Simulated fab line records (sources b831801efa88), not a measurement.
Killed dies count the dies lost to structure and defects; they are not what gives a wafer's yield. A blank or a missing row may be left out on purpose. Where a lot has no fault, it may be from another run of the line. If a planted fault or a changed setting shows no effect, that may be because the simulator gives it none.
Comparing a struck lot with a sound one || flow sfq-line || 42 steps out of a route of 325
Sound: the wafers L361.1, L361.2, L361.3. The struck wafers were L355.1, L355.3, L355.4. Last of all comes the cause.
At each step with rows: each side's tool, then ch and its chambers, then its first start. Under that, the readings that differ: sound wafers || struck wafers || difference of the means || sigmas: that difference in standard deviations of wafers without a fault.
alike: readings whose means differ by less than 2 such deviations, and words and numbers that are the same on both sides. not compared: withheld readings, readings that some wafer has no value for, bounds like >300 that may hide the same value, and numbers for which the record gives no deviation and whose values overlap.
The two part at a step that has a row with sigmas, a row that says differs or no value, or rows on one side only. Numbers that don't overlap but have no deviation are shown without sigmas and don't part them. Lack of a reading on every wafer of one side parts them only where that side has two or more wafers.

first, 3 steps without rows for these wafers: SFQ_TRILAYER_I4_VIA_LITHO_EXPOSE_104 (exposes mask I4, target cd 700 nm); SFQ_TRILAYER_I4_VIA_LITHO_PEB_106 (peb time 60 s); SFQ_TRILAYER_I4_VIA_LITHO_DEVELOP_105 (time 60 s).
SFQ_I4_OVL_MEAS_928:
  struck on overlay-01, day 59 09:25; sound on overlay-02, day 66 04:20
  alike: I4_OVL
SFQ_TRILAYER_I4_VIA_BARC_OPEN_VIA_ETCH_146: etches BARC in O2, target depth 125 nm, time 41.7 s.
  sound on rie-diel-01 ch 0,1,2, day 66 04:22; struck on rie-diel-04 ch 0,1,2, day 59 09:27
  alike: drypump-motor-current-A, oes-product-au
  not compared: rf-hours-counter-h
then, 5 steps without rows for these wafers: SFQ_TRILAYER_I4_VIA_ETCH_VIA_ETCH_106 (etches SiO2 in CHF3, stops on Nb, target depth 260 nm); SFQ_TRILAYER_I4_VIA_STRIP_STRIP_107 (strips in O2); SFQ_TRILAYER_I4_VIA_STRIP_SOLV_CLEAN_108 (cleans in NMP, time 600 s); SFQ_TRILAYER_JJ_TRILAYER_DEP_PRE_CLEAN_113 (time 22.5 s); SFQ_TRILAYER_JJ_TRILAYER_DEP_SPUTTER_109 (material Nb, target thk 150 nm, time 100 s).
SFQ_TRILAYER_JJ_TRILAYER_DEP_SPUTTER_110: material Al, target thk 8 nm, time 10 s.
  struck on pvd-sputter-05, day 59 10:29; sound on pvd-sputter-04, day 66 05:35
  alike: base-pressure-pa, chamber-pressure-pa, throttle-valve-pct
then, 1 step without rows for these wafers: SFQ_TRILAYER_JJ_TRILAYER_DEP_AL_OXIDATION_111 (oxidation time 600 s).
SFQ_TRILAYER_JJ_TRILAYER_DEP_SPUTTER_112: material Nb, target thk 170 nm, time 113.3 s.
  struck on pvd-sputter-05, day 59 11:30; sound on pvd-sputter-04, day 66 06:36
{"reading": "model.Nb_of_TRILAYER_JJ_TRILAYER_DEP_SPUTTER_112.thk-nm (nm)", "sound": "172 170.4 169.8", "struck": "96.91 96.08 97.38", "difference": -73.94, "sigmas": ""}
  alike: base-pressure-pa, chamber-pressure-pa, throttle-valve-pct
SFQ_JJ_RS_MEAS_929: measures by four-point-probe.
  struck on film-metro-01, day 59 11:35; sound on film-metro-01, day 66 06:41
{"reading": "JJ_NB_RS (ohm/sq)", "sound": "1.035 1.047 1.047", "struck": "1.857 1.874 1.848", "difference": "+0.817", "sigmas": "+90"}
then, 6 steps without rows for these wafers: SFQ_TRILAYER_JJ_CE_LITHO_COAT_119 (resist thk 62 nm); SFQ_TRILAYER_JJ_CE_LITHO_COAT_114 (resist thk 608.3 nm); SFQ_TRILAYER_JJ_CE_LITHO_SOFTBAKE_118; SFQ_TRILAYER_JJ_CE_LITHO_EXPOSE_115 (exposes mask J5, target cd 700 nm); SFQ_TRILAYER_JJ_CE_LITHO_PEB_117 (peb time 60 s); SFQ_TRILAYER_JJ_CE_LITHO_DEVELOP_116 (time 60 s).
SFQ_JJ_OVL_MEAS_931:
  struck on overlay-01, day 59 16:37; sound on overlay-01, day 66 10:15
  alike: J5_OVL
then, 2 steps without rows for these wafers: SFQ_TRILAYER_JJ_CE_METRO_MEASURE_117; SFQ_TRILAYER_JJ_CE_BARC_OPEN_RIE_150 (chemistry O2, target BARC, target depth 240 nm, time 80 s).
SFQ_TRILAYER_JJ_CE_ETCH_RIE_118: chemistry SF6, target Nb, stops on Al2O3, time 97.7 s, target depth 170 nm.
  sound on rie-metal-02 ch 0,1, day 66 11:35; struck on rie-metal-01 ch 0,1, day 59 17:56
{"reading": "oes-product-au (a.u.)", "sound": "0.981 0.984 0.976", "struck": "0.737 0.723 0.736", "difference": -0.248, "sigmas": -48}
  alike: drypump-motor-current-A
  not compared: rf-hours-counter-h
following that, these wafers have no rows for 1 step: SFQ_TRILAYER_JJ_ANODIZE_ANODIZE_119.
SFQ_TRILAYER_JJ_CE_STRIP_STRIP_120: strips in O2.
  sound on rie-metal-02 ch 0,1, day 66 12:11; struck on rie-metal-01 ch 0,1, day 59 18:33
  alike: drypump-motor-current-A, oes-product-au
  not compared: rf-hours-counter-h
then, 7 steps without rows for these wafers: SFQ_TRILAYER_JJ_CE_STRIP_SOLV_CLEAN_121 (cleans in NMP, time 600 s); SFQ_TRILAYER_M5_LITHO_COAT_128 (resist thk 62 nm); SFQ_TRILAYER_M5_LITHO_COAT_123 (resist thk 600 nm); SFQ_TRILAYER_M5_LITHO_SOFTBAKE_127; SFQ_TRILAYER_M5_LITHO_EXPOSE_124 (exposes mask M5, target cd 700 nm); SFQ_TRILAYER_M5_LITHO_PEB_126 (peb time 60 s); SFQ_TRILAYER_M5_LITHO_DEVELOP_125 (time 60 s).
SFQ_M5_OVL_MEAS_932:
  struck on overlay-01, day 59 22:37; sound on overlay-01, day 66 16:00
  alike: M5_OVL
then, 2 steps without rows for these wafers: SFQ_TRILAYER_M5_BARC_OPEN_METAL_ETCH_161 (etches BARC in O2, target depth 125 nm, time 41.7 s); SFQ_TRILAYER_M5_ETCH_METAL_ETCH_126 (etches Nb in Cl2/BCl3, stops on SiO2, time 203.2 s, target depth 265 nm).
SFQ_TRILAYER_M5_STRIP_STRIP_127: strips in O2.
  sound on rie-metal-01 ch 0,1, day 66 16:17; struck on rie-metal-01 ch 0,1, day 59 22:54
  alike: drypump-motor-current-A, oes-product-au
  not compared: rf-hours-counter-h
then, 2 steps without rows for these wafers: SFQ_TRILAYER_M5_STRIP_SOLV_CLEAN_128 (cleans in NMP, time 600 s); SFQ_TRILAYER_A5B_DEP_PECVD_129 (deposits SiO2 from SiH4/N2O, time 133.33 s, target thk 600 nm).
SFQ_TRILAYER_A5B_CMP_CMP_130: polishes, stops on Nb, target thk 340.7 nm.
  sound on cmp-01 ch 0,1,2, day 66 17:25; struck on cmp-01 ch 0,2,3, day 60 00:52
  alike: edge-zone-pressure-frac, motor-current-A, slurry-filter-dp-kPa
following that, these wafers have no rows for 1 step: SFQ_TRILAYER_A5B_METRO_MEASURE_131.
-- the record jumps here: 5 days lie between the struck wafers' starts before and after --
SFQ_TRILAYER_R5_ETCH_METAL_ETCH_139: etches the open film in Cl2, stops on SiO2, target depth 60 nm, time 40 s.
  sound on rie-metal-02 ch 0,1, day 67 00:45; struck on rie-metal-02 ch 0,1, day 64 23:40
{"reading": "model.Nb_of_TRILAYER_JJ_TRILAYER_DEP_SPUTTER_112.thk-nm (nm)", "sound": "162.2 160.6 160", "struck": "86.95 86.18 87.61", "difference": -74.02, "sigmas": ""}
  alike: drypump-motor-current-A, oes-product-au
  not compared: rf-hours-counter-h

== WHERE THEY PART ==
Last at SFQ_TRILAYER_JJ_CE_ETCH_RIE_118 as far as this record goes, first at SFQ_JJ_RS_MEAS_929. Later steps at which nothing parts them and some readings are alike: SFQ_TRILAYER_JJ_CE_STRIP_STRIP_120, SFQ_M5_OVL_MEAS_932, SFQ_TRILAYER_M5_STRIP_STRIP_127, SFQ_TRILAYER_A5B_CMP_CMP_130, SFQ_TRILAYER_R5_ETCH_METAL_ETCH_139.

WHY: what the simulator had put in
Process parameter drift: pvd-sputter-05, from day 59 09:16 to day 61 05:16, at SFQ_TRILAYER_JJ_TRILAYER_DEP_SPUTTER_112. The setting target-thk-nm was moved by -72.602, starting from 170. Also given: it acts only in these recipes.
